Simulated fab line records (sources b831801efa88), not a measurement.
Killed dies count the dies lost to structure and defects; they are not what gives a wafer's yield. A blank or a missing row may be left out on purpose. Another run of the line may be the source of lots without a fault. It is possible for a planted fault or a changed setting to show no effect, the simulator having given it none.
Which tool is to blame? | flow gf180mcu | 36 wafers from 12 lots sampled at 4 of the route's 602 steps

== WHAT EACH GAUGE READ, for each wafer ==
GF_PASSIVATION_BOW_MEAS_14. Usual: PASSIVATION_BOW typically reads 133 um, with standard deviation 9.4.
lot  | measured     | on           | PASSIVATION_BOW (um) | flag
L352 | day 28 21:40 | filmMetro-03 | 137 128 141          | 
L355 | day 30 06:16 | filmMetro-04 | 107 121 124          | 
L360 | day 31 12:34 | filmMetro-04 | 142 141 137          | 
L359 | day 31 14:58 | filmMetro-03 | 145 131 140          | 
L361 | day 31 20:22 | filmMetro-04 | 132 133 125          | 
L362 | day 32 02:12 | filmMetro-04 | 134 138 134          | 
L365 | day 32 16:52 | filmMetro-02 | 122 129 130          | 
L367 | day 33 10:07 | filmMetro-02 | 110 131 114          | 
L370 | day 33 21:37 | filmMetro-04 | 127 139 131          | 
L372 | day 34 06:40 | filmMetro-02 | 127 137 141          | 
L373 | day 34 16:58 | filmMetro-04 | 131 134 137          | 
L374 | day 34 20:59 | filmMetro-02 | 140 150 143          | 

== WHICH TOOL RAN EACH LOT (tool, then ch and the chambers of the sampled wafers, then the start) ==
lot  | GF_V1_SPUTTER_22            | GF_V5_CMP_26                  | GF_TOP_METAL_STRIP_17
L352 | pvdSputter-01, day 18 00:59 | cmp-01 ch 0,1,2, day 27 02:50 | plasmaAsher-01 ch 0,1, day 27 23:58
L355 | pvdSputter-03, day 19 17:34 | cmp-01 ch 0,3, day 28 12:32   | plasmaAsher-02 ch 0,1, day 29 08:33
L360 | pvdSputter-03, day 21 09:07 | cmp-02 ch 0,1,2, day 29 21:40 | plasmaAsher-03 ch 0,1, day 30 16:23
L359 | pvdSputter-04, day 21 12:04 | cmp-01 ch 0,1,3, day 30 00:40 | plasmaAsher-02 ch 0,1, day 30 19:18
L361 | pvdSputter-04, day 21 18:16 | cmp-02 ch 0,1,3, day 30 05:09 | plasmaAsher-03 ch 1, day 31 00:09
L362 | pvdSputter-01, day 22 05:07 | cmp-01 ch 0,2,3, day 30 11:45 | plasmaAsher-03 ch 0,1, day 31 06:30
L365 | pvdSputter-04, day 23 00:35 | cmp-01 ch 0,1,2, day 31 03:38 | plasmaAsher-03 ch 0,1, day 31 21:49
L367 | pvdSputter-01, day 23 22:52 | cmp-01 ch 0,3, day 31 21:47   | plasmaAsher-03 ch 0,1, day 32 15:37
L370 | pvdSputter-01, day 24 16:16 | cmp-02 ch 1,2,3, day 32 10:40 | plasmaAsher-01 ch 0,1, day 33 03:26
L372 | pvdSputter-03, day 25 05:54 | cmp-02 ch 2,3, day 32 19:45   | plasmaAsher-03 ch 0,1, day 33 12:34
L373 | pvdSputter-04, day 25 17:46 | cmp-01 ch 1,3, day 33 07:21   | plasmaAsher-03 ch 0,1, day 33 23:37
L374 | pvdSputter-04, day 25 23:20 | cmp-02 ch 0,2,3, day 33 11:23 | plasmaAsher-03 ch 0,1, day 34 03:25
- GF_V1_SPUTTER_22: material TiN, target thk 10 nm, time 40 s.
- GF_V5_CMP_26: polishes, stops on SiO2, t overpolish 15 s, target thk 0 nm.
- GF_TOP_METAL_STRIP_17: strips in O2/N2.

== WHAT THE TOOLS THEMSELVES READ (means of the sampled wafers that have a number; where no wafer has one, the mark that the record gives instead) ==
GF_V1_SPUTTER_22. Usual: cathodeDcPowerW 4000.0 W, standard deviation 0.75; throttleValvePct 30.1 %, standard deviation 1.
lot  | tool          | cathodeDcPowerW (W) | throttleValvePct (%) | flag
L352 | pvdSputter-01 | 3999.6              | 29.5                 | 
L355 | pvdSputter-03 | 3999.9              | 31.2                 | 
L360 | pvdSputter-03 | 4000.9              | 30.8                 | 
L359 | pvdSputter-04 | 3999.8              | 30.0                 | 
L361 | pvdSputter-04 | 3999.7              | 29.8                 | 
L362 | pvdSputter-01 | 4000.6              | 29.6                 | 
L365 | pvdSputter-04 | 4000.0              | 30.6                 | 
L367 | pvdSputter-01 | 3998.8              | 29.7                 | 
L370 | pvdSputter-01 | 4000.5              | 29.7                 | 
L372 | pvdSputter-03 | 4000.0              | 31.1                 | 
L373 | pvdSputter-04 | 4000.3              | 29.2                 | 
L374 | pvdSputter-04 | 4000.8              | 29.1                 | 

GF_V5_CMP_26. Usual: motorCurrentA 11.7 A, standard deviation 1.2; overpolishRunS 14.999 s, standard deviation 0.0083; timeToEndpointS 88 s, standard deviation 3.9.
lot  | tool   | motorCurrentA (A) | overpolishRunS (s) | timeToEndpointS (s) | flag
L352 | cmp-01 | 11.4              | 14.994             | 81                  | 
L355 | cmp-01 | 11.8              | 15.000             | 91                  | 
L360 | cmp-02 | 12.4              | 14.999             | 81                  | 
L359 | cmp-01 | 11.6              | 14.997             | 87                  | 
L361 | cmp-02 | 11.2              | 15.006             | 87                  | 
L362 | cmp-01 | 11.1              | 15.007             | 88                  | 
L365 | cmp-01 | 11.1              | 15.006             | 88                  | 
L367 | cmp-01 | 11.9              | 15.003             | 91                  | 
L370 | cmp-02 | 12.3              | 14.992             | 91                  | 
L372 | cmp-02 | 12.3              | 14.996             | 90                  | 
L373 | cmp-01 | 12.0              | 14.998             | 93                  | 
L374 | cmp-02 | 12.1              | 14.998             | 88                  | 

GF_TOP_METAL_STRIP_17. Usual: drypumpMotorCurrentA 5.8 A, standard deviation 0.64; heaterPowerW 306 W, standard deviation 23; oesProductAu 0.710 a.u., standard deviation 0.0043; stripTimeToEndpointS 12.93 s, standard deviation 0.1.
lot  | tool           | drypumpMotorCurrentA (A) | heaterPowerW (W) | oesProductAu (a.u.) | stripTimeToEndpointS (s) | flag
L352 | plasmaAsher-01 | 5.8                      | 337              | 0.712               | 12.88                    | 
L355 | plasmaAsher-02 | 6.3                      | 316              | 0.711               | 12.93                    | 
L360 | plasmaAsher-03 | 5.4                      | 285              | 0.707               | 12.84                    | 
L359 | plasmaAsher-02 | 6.1                      | 304              | 0.708               | 12.90                    | 
L361 | plasmaAsher-03 | 4.8                      | 276              | 0.711               | 12.90                    | 
L362 | plasmaAsher-03 | 5.4                      | 284              | 0.710               | 13.07                    | 
L365 | plasmaAsher-03 | 5.4                      | 284              | 0.707               | 12.87                    | 
L367 | plasmaAsher-03 | 5.4                      | 289              | 0.713               | 13.03                    | 
L370 | plasmaAsher-01 | 5.8                      | 336              | 0.707               | 12.99                    | 
L372 | plasmaAsher-03 | 5.4                      | 285              | 0.710               | 12.85                    | 
L373 | plasmaAsher-03 | 5.9                      | 294              | 0.708               | 12.75                    | 
L374 | plasmaAsher-03 | 5.4                      | 283              | 0.710               | 13.00                    | 

== THE ANSWER, worked out from the rows above alone ==
Rule: take the mean of a lot's wafers that have a number; if it is more than 3 standard deviations from the usual mean, the lot is off. A lot without any number at a reading at which 4 lots or more have one is off too. Any other lot the step has rows for is counted as sound. Order of review: gauges by route order, followed by the tools' own readings, for which a lot's mean as printed above is used. The first step at which some lot is off is used, and at that step the reading that is off furthest; a lot without a number counts as furthest.
Nothing can be told from this: no lot is off at any reading shown.

== WHAT THE SIMULATOR HAD INSERTED ==
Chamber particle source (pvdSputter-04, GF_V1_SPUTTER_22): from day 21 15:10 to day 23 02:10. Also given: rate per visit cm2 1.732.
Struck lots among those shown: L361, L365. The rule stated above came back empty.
